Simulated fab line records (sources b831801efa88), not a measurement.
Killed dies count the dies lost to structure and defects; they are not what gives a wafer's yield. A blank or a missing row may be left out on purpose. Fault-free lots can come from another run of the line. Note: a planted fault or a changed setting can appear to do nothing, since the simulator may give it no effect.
Problem report in the 8D (eight disciplines) form, filled by code + flow gf180mcu + the parts of the form that need people (team, actions taken, sign-off) are left out

1. THE PROBLEM
Across 6 wafers from 2 lots, NSD_RS at GF_PSD_RS_MEAS_14 averages 43.67 ohm/sq, while fault-free wafers read 46.12 ohm/sq with a standard deviation of 0.081. That puts it -30 standard deviations away from the usual mean.
The step: measures by four-point-probe.
The first sign was on wafer L700.1 at day 18 19:54, on filmMetro-02. The record holds 36 wafers of 12 lots with a number at this step. Rule for "out" (also "out of limits"): further than 4 standard deviations from the usual mean. All remaining wafers that have a number are taken as sound.

2. WHAT IT IS, AND WHAT IT ISN'T
| question                    | is                         | is not                                                                                 |
|-----------------------------|----------------------------|----------------------------------------------------------------------------------------|
| which readings at this step | NSD_RS                     | -                                                                                      |
| which lots                  | L700, L702                 | L687, L689, L690, L692, L693, L698, L703, L704, L705, L708                             |
| which wafers of those lots  | all that have a number     | -                                                                                      |
| read on which gauges        | filmMetro-01, filmMetro-02 | filmMetro-04                                                                           |
| when                        | from day 18 19:54          | up to then (18 sound wafers); but 12 sound wafers of L703, L704, L705, L708 came after |

3. THE SUSPECTS, EACH WITH WHAT RULES IT OUT
Counting: a tool stays on the suspect list if, at a process step up to the reading, it processed all lots that are out and no sound lot following the first of them.
- ruled out: the gauge at GF_PSD_RS_MEAS_14. Those wafers that are out were read across 2 gauges (filmMetro-01, filmMetro-02).
- implanter-01 at GF_NSD_IMPLANT_09: kept. All lots that are out passed through it, beginning with L700 at day 17 19:01, and no sound lot followed; its final sound lot before that point was L698 at day 17 09:53. On those wafers its own readings are out: beamEnergyKeV.
The count leaves implanter-01 at GF_NSD_IMPLANT_09.

4. THE CAUSE (what the simulator had put in)
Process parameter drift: implanter-01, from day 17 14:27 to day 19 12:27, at GF_NSD_IMPLANT_09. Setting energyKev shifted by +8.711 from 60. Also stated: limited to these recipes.
Counting left only this tool.

5. THE CHAIN OF EFFECTS, in route order
Rows list readings where the struck wafers' mean (over those with a number) sits beyond 3 standard deviations from the usual. Readings are gone through only where the record gives a usual standard deviation; hours: the median, over the lots, of the time from a lot's start at the first step in this table giving one to that lot's start at this step; sigmas: the change measured in usual standard deviations.
| hours | step              | reading              | usual        | on struck wafers | change | sigmas      |
|-------|-------------------|----------------------|--------------|------------------|--------|-------------|
| 0     | GF_NSD_IMPLANT_09 | beamEnergyKeV        | 59.993       | 68.694           | +8.701 | +99 or more |
| 0     | GF_NSD_STRIP_11   | stripTimeToEndpointS | 22.95 s      | 24.16            | +1.21  | +29         |
| 25    | GF_PSD_RS_MEAS_14 | NSD_RS               | 46.12 ohm/sq | 43.67            | -2.45  | -30         |
Its process steps:
- GF_NSD_IMPLANT_09
- GF_NSD_STRIP_11: strips in O2/N2.

6. WHAT WOULD HAVE CAUGHT IT SOONER
In this record the first reading out of limits at a measuring or inspecting step was taken at day 18 19:54, 29 hours after the fault began at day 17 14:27.
Tool's own readings at GF_NSD_IMPLANT_09, beamEnergyKeV: out on all struck wafers the step has rows for; an alarm limit on them would have tripped on the first.
By day 18 19:54, every lot that is out (2) had started GF_NSD_IMPLANT_09 on implanter-01. None of them would have been spared by holding the tool at that moment.
